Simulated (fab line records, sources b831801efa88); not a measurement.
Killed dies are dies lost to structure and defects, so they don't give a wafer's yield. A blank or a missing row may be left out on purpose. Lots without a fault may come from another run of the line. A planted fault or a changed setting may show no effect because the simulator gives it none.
One fault seen from 2 desks | flow gf180mcu | each desk has only its own numbers; what lay behind them comes last

THE METROLOGY DESK
What the gauges read, lot by lot, whatever tool the lot ran on: means of the sampled wafers that have a number. A lot is out of limits, marked OUT, if its mean lies more than 4 standard deviations from the usual mean; the brackets give that distance.
Columns: A = DNWELL_TW at GF_DNWELL_TW_MEAS_09, usual 1365; B = NWELL_OVL at GF_NWELL_OVL_MEAS_07, usual -0.3 nm; C = NWELL_TW at GF_NWELL_TW_MEAS_11, usual 1590; D = VT_IMPLANT_01_OVL at GF_VT_IMPLANT_OVL_MEAS_18, usual -0.6 nm
lot  | first seen here | A               | B    | C    | D
L761 | day 2 20:04     | 1365            | -0.8 | 1596 | -1.2
L762 | day 3 02:08     | 1342            | -0.5 | 1599 | 0.6
L763 | day 3 06:34     | 1370            | 2.0  | 1563 | -1.0
L764 | day 3 10:16     | 1356            | 0.2  | 1568 | -0.3
L765 | day 3 17:22     | 1373            | -0.3 | 1605 | -1.2
L768 | day 4 07:10     | 1382            | -0.2 | 1611 | -0.5
L770 | day 4 20:38     | 1357            | -2.5 | 1589 | 0.9
L772 | day 5 05:34     | 1381            | -2.7 | 1610 | 0.9
L773 | day 5 12:16     | 1362            | 0.2  | 1617 | -1.6
L774 | day 5 15:43     | 1380            | 0.8  | 1608 | -0.7
L778 | day 6 12:05     | 1355            | -2.0 | 1573 | 1.4
L779 | day 6 17:34     | 1552 (+12) OUT  | 1.0  | 1567 | 0.0
L780 | day 6 23:58     | 1356            | -0.3 | 1576 | -0.0
L781 | day 7 04:28     | 1517 (+9.5) OUT | -0.7 | 1602 | 0.2
This desk's finding: out of limits on L779, L781; first on L779, day 6 17:34 (DNWELL_TW at GF_DNWELL_TW_MEAS_09). In limits: L761, L762, L763, L764, L765, L768, L770, L772, L773, L774, L778, L780.

THE TOOL OWNER'S DESK: implanter-04
The tool's own readings at GF_DNWELL_IMPLANT_07: means of the sampled wafers that have a number, for each lot that ran on this tool. A lot is out of limits, marked OUT, if its mean lies more than 4 standard deviations from the usual mean; the brackets give that distance.
Columns: A = tilt_deg at GF_DNWELL_IMPLANT_07, usual -0.001 degrees
lot  | first seen here | A
L768 | day 4 06:46     | 0.010
L774 | day 5 15:28     | 0.001
L779 | day 6 17:19     | 6.438 (+99 or more) OUT
L781 | day 7 04:13     | 6.436 (+99 or more) OUT
This desk's finding: out of limits on L779, L781; first on L779, day 6 17:19 (tilt_deg at GF_DNWELL_IMPLANT_07). In limits: L768, L774.

PUT TOGETHER
The tool owner's desk could have raised an alarm at day 6 17:19, on L779, L781.
The metrology desk could have raised an alarm at day 6 17:34, on L779, L781.
Of the lots named, all ran GF_DNWELL_IMPLANT_07 on implanter-04.

WHAT THE SIMULATOR HAD PUT IN
Process parameter drift: implanter-04, from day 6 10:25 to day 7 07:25, at GF_DNWELL_IMPLANT_07. Setting tilt_deg, moved by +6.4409, from 0. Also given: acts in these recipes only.
Lots struck among those shown: L779, L781.
Hours from the fault's start to each desk's first reading out of limits: the tool owner's desk, 7; the metrology desk, 7.
